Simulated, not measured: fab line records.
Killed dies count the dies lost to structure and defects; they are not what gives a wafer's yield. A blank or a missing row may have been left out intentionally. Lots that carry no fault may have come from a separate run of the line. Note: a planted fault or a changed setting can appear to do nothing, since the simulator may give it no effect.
The tool behind it: which one? :: flow sky130 :: 33 wafers from 11 lots sampled at 7 of the route's 708 steps

## WHAT EACH GAUGE READ, for each wafer
SKY_POLY_CUT_CD_MEAS_08 targets a cd of 270 nm. Usual: cd-nm 270.2 nm, standard deviation 1.3.
lot: L675
measured: day 24 13:38
on: cd-sem-02
cd-nm (nm): 268.9 269.7 270.2
flag: 

lot: L677
measured: day 26 03:51
on: cd-sem-01
cd-nm (nm): 272.4 271.4 269.8
flag: 

lot: L678
measured: day 26 13:02
on: cd-sem-02
cd-nm (nm): 271.3 271.2 270.2
flag: 

lot: L679
measured: day 26 23:51
on: cd-sem-02
cd-nm (nm): 270.7 270.9 271.3
flag: 

lot: L681
measured: day 27 09:36
on: cd-sem-02
cd-nm (nm): 269.1 269.1 269.8
flag: 

lot: L682
measured: day 28 03:11
on: cd-sem-02
cd-nm (nm): 266.9 268.8 267.0
flag: 

lot: L683
measured: day 28 12:39
on: cd-sem-01
cd-nm (nm): 269.9 270.3 270.3
flag: 

lot: L686
measured: day 28 21:44
on: cd-sem-01
cd-nm (nm): 272.0 271.7 272.4
flag: 

lot: L688
measured: day 29 20:36
on: cd-sem-02
cd-nm (nm): 268.6 270.2 269.4
flag: 

lot: L695
measured: day 31 23:05
on: cd-sem-01
cd-nm (nm): 271.6 273.0 271.8
flag: 

lot: L696
measured: day 31 23:06
on: cd-sem-02
cd-nm (nm): 269.3 269.1 269.0
flag: 

SKY_SD_P_CD_MEAS_07 targets a cd of 380 nm. Usual: cd-nm 381 nm, standard deviation 3.1.
lot: L675
measured: day 25 18:45
on: cd-sem-01
cd-nm (nm): 378 381 377
flag: 

lot: L677
measured: day 27 09:02
on: cd-sem-01
cd-nm (nm): 380 381 380
flag: 

lot: L678
measured: day 27 17:59
on: cd-sem-01
cd-nm (nm): 379 377 377
flag: 

lot: L679
measured: day 28 04:53
on: cd-sem-01
cd-nm (nm): 374 377 374
flag: 

lot: L681
measured: day 28 14:27
on: cd-sem-01
cd-nm (nm): 376 378 380
flag: 

lot: L682
measured: day 29 07:15
on: cd-sem-01
cd-nm (nm): 385 384 385
flag: 

lot: L683
measured: day 29 16:44
on: cd-sem-02
cd-nm (nm): 379 380 382
flag: 

lot: L686
measured: day 30 01:25
on: cd-sem-02
cd-nm (nm): - - -
flag: OFF

lot: L688
measured: day 31 00:20
on: cd-sem-01
cd-nm (nm): 380 381 381
flag: 

lot: L695
measured: day 33 02:53
on: cd-sem-02
cd-nm (nm): 381 383 378
flag: 

lot: L696
measured: day 33 03:08
on: cd-sem-02
cd-nm (nm): 382 383 383
flag: 

SKY_SD_P_TW_MEAS_11. Usual: SD_P_TW gives 2830 (standard deviation 37).
lot: L675
measured: day 25 19:09
on: film-metro-04
SD_P_TW: 2844 2845 2844
flag: 

lot: L677
measured: day 27 09:26
on: film-metro-04
SD_P_TW: 2863 2845 2841
flag: 

lot: L678
measured: day 27 18:23
on: film-metro-04
SD_P_TW: 2834 2833 2849
flag: 

lot: L679
measured: day 28 05:16
on: film-metro-04
SD_P_TW: 2875 2859 2867
flag: 

lot: L681
measured: day 28 14:51
on: film-metro-03
SD_P_TW: 2792 2804 2801
flag: 

lot: L682
measured: day 29 07:37
on: film-metro-03
SD_P_TW: 2803 2804 2799
flag: 

lot: L683
measured: day 29 17:08
on: film-metro-04
SD_P_TW: 2839 2851 2852
flag: 

lot: L686
measured: day 30 01:49
on: film-metro-02
SD_P_TW: 30 30 30
flag: OFF

lot: L688
measured: day 31 00:44
on: film-metro-02
SD_P_TW: 2812 2800 2814
flag: 

lot: L695
measured: day 33 03:17
on: film-metro-04
SD_P_TW: 2882 2880 2896
flag: 

lot: L696
measured: day 33 03:32
on: film-metro-04
SD_P_TW: 2896 2889 2876
flag: 

SKY_RES_XHIGH_TW_MEAS_09. Usual: RES_XHIGH_TW gives 1643 (standard deviation 23).
lot: L675
measured: day 27 00:14
on: film-metro-03
RES_XHIGH_TW: 1639 1653 1635
flag: 

lot: L677
measured: day 28 14:40
on: film-metro-04
RES_XHIGH_TW: 1675 1668 1671
flag: 

lot: L678
measured: day 28 22:56
on: film-metro-02
RES_XHIGH_TW: 1627 1622 1623
flag: 

lot: L679
measured: day 29 10:08
on: film-metro-04
RES_XHIGH_TW: 1652 1656 1653
flag: 

lot: L681
measured: day 29 18:41
on: film-metro-02
RES_XHIGH_TW: 1619 1631 1618
flag: 

lot: L682
measured: day 30 11:55
on: film-metro-02
RES_XHIGH_TW: 1623 1623 1627
flag: 

lot: L683
measured: day 30 21:29
on: film-metro-03
RES_XHIGH_TW: 1621 1631 1634
flag: 

lot: L686
measured: day 31 05:14
on: film-metro-04
RES_XHIGH_TW: 2921 2938 2933
flag: OFF

lot: L688
measured: day 32 04:14
on: film-metro-02
RES_XHIGH_TW: 1618 1635 1630
flag: 

lot: L695
measured: day 34 06:13
on: film-metro-04
RES_XHIGH_TW: 1673 1682 1669
flag: 

lot: L696
measured: day 34 06:17
on: film-metro-03
RES_XHIGH_TW: 1632 1632 1635
flag: 

SKY_LI_CONTACT_OVL_MEAS_13. Usual: LI_CONTACT_OVL gives 0 nm (standard deviation 5.7).
lot: L675
measured: day 29 11:04
on: overlay-02
LI_CONTACT_OVL (nm): 9 -1 0
flag: 

lot: L677
measured: day 30 23:37
on: overlay-02
LI_CONTACT_OVL (nm): -3 -14 -13
flag: 

lot: L678
measured: day 31 08:48
on: overlay-01
LI_CONTACT_OVL (nm): 4 6 3
flag: 

lot: L679
measured: day 31 19:44
on: overlay-02
LI_CONTACT_OVL (nm): 0 0 -11
flag: 

lot: L681
measured: day 32 03:49
on: overlay-02
LI_CONTACT_OVL (nm): 7 7 7
flag: 

lot: L682
measured: day 32 20:42
on: overlay-02
LI_CONTACT_OVL (nm): -5 8 -5
flag: 

lot: L683
measured: day 33 06:33
on: overlay-02
LI_CONTACT_OVL (nm): 0 2 6
flag: 

lot: L686
measured: day 33 13:55
on: overlay-02
LI_CONTACT_OVL (nm): 2 10 -9
flag: 

lot: L688
measured: day 34 12:58
on: overlay-01
LI_CONTACT_OVL (nm): 4 3 1
flag: 

lot: L695
measured: day 36 11:24
on: overlay-01
LI_CONTACT_OVL (nm): 2 -2 3
flag: 

lot: L696
measured: day 36 12:02
on: overlay-01
LI_CONTACT_OVL (nm): 7 8 2
flag: 

## WHAT TOOL EACH LOT RAN ON (gives the tool, then ch and the chambers of the sampled wafers, and finally the start)
lot: L675
SKY_SONOS_ONO_ETCH_15: rie-diel-04 ch 0,2,3, day 12 19:06
SKY_SD_P_EXPOSE_04: iline-stepper-02 ch 0, day 25 04:34

lot: L677
SKY_SONOS_ONO_ETCH_15: rie-diel-04 ch 1,2, day 14 15:25
SKY_SD_P_EXPOSE_04: iline-stepper-01 ch 0, day 26 18:40

lot: L678
SKY_SONOS_ONO_ETCH_15: rie-diel-02 ch 0,1, day 14 18:21
SKY_SD_P_EXPOSE_04: iline-stepper-01 ch 0, day 27 03:44

lot: L679
SKY_SONOS_ONO_ETCH_15: rie-diel-03 ch 0,1, day 15 03:00
SKY_SD_P_EXPOSE_04: iline-stepper-02 ch 0, day 27 15:02

lot: L681
SKY_SONOS_ONO_ETCH_15: rie-diel-04 ch 0,1,3, day 15 08:08
SKY_SD_P_EXPOSE_04: iline-stepper-01 ch 0, day 28 00:04

lot: L682
SKY_SONOS_ONO_ETCH_15: rie-diel-02 ch 1,2, day 16 07:04
SKY_SD_P_EXPOSE_04: iline-stepper-02 ch 0, day 28 17:59

lot: L683
SKY_SONOS_ONO_ETCH_15: rie-diel-02 ch 0,1, day 16 12:05
SKY_SD_P_EXPOSE_04: iline-stepper-01 ch 0, day 29 02:31

lot: L686
SKY_SONOS_ONO_ETCH_15: rie-diel-04 ch 2,3, day 16 20:34
SKY_SD_P_EXPOSE_04: iline-stepper-02 ch 0, day 29 11:11

lot: L688
SKY_SONOS_ONO_ETCH_15: rie-diel-02 ch 0,2,3, day 18 00:12
SKY_SD_P_EXPOSE_04: iline-stepper-01 ch 0, day 30 10:51

lot: L695
SKY_SONOS_ONO_ETCH_15: rie-diel-03 ch 0,2, day 20 02:45
SKY_SD_P_EXPOSE_04: iline-stepper-02 ch 0, day 32 13:37

lot: L696
SKY_SONOS_ONO_ETCH_15: rie-diel-04 ch 0,1, day 20 05:22
SKY_SD_P_EXPOSE_04: iline-stepper-01 ch 0, day 32 13:51
- SKY_SONOS_ONO_ETCH_15: etches the open film in CHF3/O2, target depth 19.52 nm, time 7.8 s.
- SKY_SD_P_EXPOSE_04: exposes mask PSDM, target cd 380 nm.

## AS READ BY THE TOOLS THEMSELVES (means over the sampled wafers that have a number; for cases with no such wafer, the mark the record gives instead)
SKY_SONOS_ONO_ETCH_15. Usual: bias-w 200.0 W, standard deviation 0.56; drypump-motor-current-A 5.8 A, standard deviation 0.51; oes-product-au 0.996 a.u., standard deviation 0.0086; throttle-valve-pct 8.824 %, standard deviation 0.0089.
lot: L675
tool: rie-diel-04
bias-w (W): 199.6
drypump-motor-current-A (A): 6.1
oes-product-au (a.u.): 0.988
throttle-valve-pct (%): 8.826
flag: 

lot: L677
tool: rie-diel-04
bias-w (W): 199.8
drypump-motor-current-A (A): 6.3
oes-product-au (a.u.): 0.993
throttle-valve-pct (%): 8.834
flag: 

lot: L678
tool: rie-diel-02
bias-w (W): 199.3
drypump-motor-current-A (A): 6.1
oes-product-au (a.u.): 0.996
throttle-valve-pct (%): 8.825
flag: 

lot: L679
tool: rie-diel-03
bias-w (W): 199.9
drypump-motor-current-A (A): 4.7
oes-product-au (a.u.): 0.993
throttle-valve-pct (%): 8.821
flag: 

lot: L681
tool: rie-diel-04
bias-w (W): 200.1
drypump-motor-current-A (A): 5.9
oes-product-au (a.u.): 1.002
throttle-valve-pct (%): 8.825
flag: 

lot: L682
tool: rie-diel-02
bias-w (W): 200.7
drypump-motor-current-A (A): 6.2
oes-product-au (a.u.): 1.000
throttle-valve-pct (%): 8.819
flag: 

lot: L683
tool: rie-diel-02
bias-w (W): 200.0
drypump-motor-current-A (A): 6.1
oes-product-au (a.u.): 0.994
throttle-valve-pct (%): 8.821
flag: 

lot: L686
tool: rie-diel-04
bias-w (W): 199.7
drypump-motor-current-A (A): 6.0
oes-product-au (a.u.): 0.991
throttle-valve-pct (%): 8.828
flag: 

lot: L688
tool: rie-diel-02
bias-w (W): 200.7
drypump-motor-current-A (A): 6.1
oes-product-au (a.u.): 1.008
throttle-valve-pct (%): 8.825
flag: 

lot: L695
tool: rie-diel-03
bias-w (W): 200.2
drypump-motor-current-A (A): 5.0
oes-product-au (a.u.): 1.001
throttle-valve-pct (%): 8.824
flag: 

lot: L696
tool: rie-diel-04
bias-w (W): 200.0
drypump-motor-current-A (A): 6.1
oes-product-au (a.u.): 0.998
throttle-valve-pct (%): 8.818
flag: 

SKY_SD_P_EXPOSE_04. Usual: focus-offset-nm 0.0 nm, standard deviation 0.53.
lot: L675
tool: iline-stepper-02
focus-offset-nm (nm): 0.3
flag: 

lot: L677
tool: iline-stepper-01
focus-offset-nm (nm): 0.1
flag: 

lot: L678
tool: iline-stepper-01
focus-offset-nm (nm): -0.4
flag: 

lot: L679
tool: iline-stepper-02
focus-offset-nm (nm): -0.1
flag: 

lot: L681
tool: iline-stepper-01
focus-offset-nm (nm): 0.2
flag: 

lot: L682
tool: iline-stepper-02
focus-offset-nm (nm): 1.0
flag: 

lot: L683
tool: iline-stepper-01
focus-offset-nm (nm): -0.8
flag: 

lot: L686
tool: iline-stepper-02
focus-offset-nm (nm): 0.1
flag: 

lot: L688
tool: iline-stepper-01
focus-offset-nm (nm): -0.1
flag: 

lot: L695
tool: iline-stepper-02
focus-offset-nm (nm): -0.3
flag: 

lot: L696
tool: iline-stepper-01
focus-offset-nm (nm): 0.1
flag: 

## THE ANSWER, worked out from the rows above alone
Rule: lot off if the mean of its wafers having a number is beyond 3 standard deviations from the usual mean. A lot without any number at a reading at which 4 lots or more have one is off too. Any other lot the step has rows for is counted as sound. First the gauges in route order, then the tools' own readings, where a lot's mean is used as printed above. At the first step where some lot is off, the reading lying furthest off is the one used; lots without a number count as furthest.
Off: L686 (SKY_SD_P_CD_MEAS_07, cd-nm). Without a number there: L686.
A tool fits if, at a process step before that reading, it ran every lot that is off, and no sound lot after the first of them. The gauges at SKY_SD_P_CD_MEAS_07 aren't tried: what is off there is off at SKY_SD_P_TW_MEAS_11 too, on other tools, and a gauge's error can't cause that. No candidate that was tried fits.

## WHAT THE SIMULATOR HAD PUT IN
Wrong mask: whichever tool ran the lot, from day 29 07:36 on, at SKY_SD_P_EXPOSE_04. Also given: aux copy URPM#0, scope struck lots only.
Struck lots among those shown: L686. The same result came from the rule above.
